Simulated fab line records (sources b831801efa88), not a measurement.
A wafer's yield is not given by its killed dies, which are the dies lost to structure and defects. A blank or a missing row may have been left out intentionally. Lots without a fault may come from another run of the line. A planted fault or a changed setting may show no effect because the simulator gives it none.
The tool behind it: which one? | flow gf180mcu | Sampling: 15 lots, 45 wafers, 2 of 602 route steps

== WHAT THE GAUGES READ, wafer by wafer ==
GF_V4_OVL_MEAS_15. Usual: V4_OVL gives 1 nm (standard deviation 4.5).
lot  | measured     | on         | V4_OVL (nm) | flag
L733 | day 24 06:28 | overlay-02 | 1 3 6       |
L734 | day 24 19:00 | overlay-01 | 4 0 -2      |
L736 | day 25 09:31 | overlay-01 | 1 3 4       |
L738 | day 26 05:22 | overlay-01 | 9 3 1       |
L739 | day 26 09:04 | overlay-01 | 1 2 5       |
L740 | day 26 20:19 | overlay-01 | -6 -10 1    |
L741 | day 27 03:36 | overlay-02 | 0 -1 -2     |
L743 | day 27 19:07 | overlay-02 | -8 -8 -4    |
L749 | day 29 11:10 | overlay-01 | 2 1 -4      |
L750 | day 29 17:10 | overlay-01 | -1 -8 -2    |
L751 | day 30 03:19 | overlay-02 | -4 1 1      |
L753 | day 30 11:45 | overlay-01 | -3 6 -2     |
L754 | day 30 21:10 | overlay-02 | -2 5 2      |
L755 | day 31 02:36 | overlay-02 | 0 3 1       |
L756 | day 31 10:10 | overlay-02 | 4 9 -1      |

GF_M5_CD_MEAS_07: the cd target is 280 nm. Usual: cd-nm reads 280.2 nm (standard deviation 1.1).
lot  | measured     | on        | cd-nm (nm)        | flag
L733 | day 26 02:53 | cd-sem-02 | 281.3 280.4 279.9 |
L734 | day 26 15:17 | cd-sem-02 | 280.1 279.2 279.0 |
L736 | day 27 05:03 | cd-sem-01 | 280.7 279.5 279.8 |
L738 | day 27 23:50 | cd-sem-01 | 278.5 278.8 278.5 |
L739 | day 28 02:41 | cd-sem-01 | 279.0 278.6 278.5 |
L740 | day 28 13:47 | cd-sem-01 | 280.6 280.8 279.7 |
L741 | day 28 20:41 | cd-sem-01 | 279.7 279.3 279.1 |
L743 | day 29 12:00 | cd-sem-01 | 281.3 280.6 280.3 |
L749 | day 31 01:44 | cd-sem-02 | 278.9 278.4 279.3 |
L750 | day 31 06:44 | cd-sem-01 | 280.4 280.5 280.8 |
L751 | day 31 16:50 | cd-sem-01 | 279.9 280.0 280.6 |
L753 | day 32 01:50 | cd-sem-01 | 281.6 280.1 281.3 |
L754 | day 32 09:23 | cd-sem-01 | 281.2 281.6 282.0 |
L755 | day 32 14:32 | cd-sem-02 | 280.7 281.2 281.8 |
L756 | day 32 21:53 | cd-sem-01 | 280.5 280.0 280.3 |

== TOOL THAT RAN EACH LOT (tool first, then ch and the chambers of the sampled wafers, then the start) ==
No process step before these readings appears in the record.

== AS READ BY THE TOOLS THEMSELVES (means over the sampled wafers that have a number; for cases with no such wafer, the mark the record gives instead) ==
The record holds no such reading with a usual standard deviation.

== THE ANSWER, worked out from the rows above alone ==
Rule: lot off if the mean of its wafers having a number is beyond 3 standard deviations from the usual mean. Also off: a lot with no number at a reading for which 4 or more lots have one. Any other lot the step has rows for is counted as sound. First the gauges in route order, then the tools' own readings, where a lot's mean is used as printed above. The first step at which some lot is off is used, and at that step the reading that is off furthest; a lot without a number counts as furthest.
No lot is off at any reading shown: from this, nothing can be told.

== WHAT HAD BEEN PUT IN BY THE SIMULATOR ==
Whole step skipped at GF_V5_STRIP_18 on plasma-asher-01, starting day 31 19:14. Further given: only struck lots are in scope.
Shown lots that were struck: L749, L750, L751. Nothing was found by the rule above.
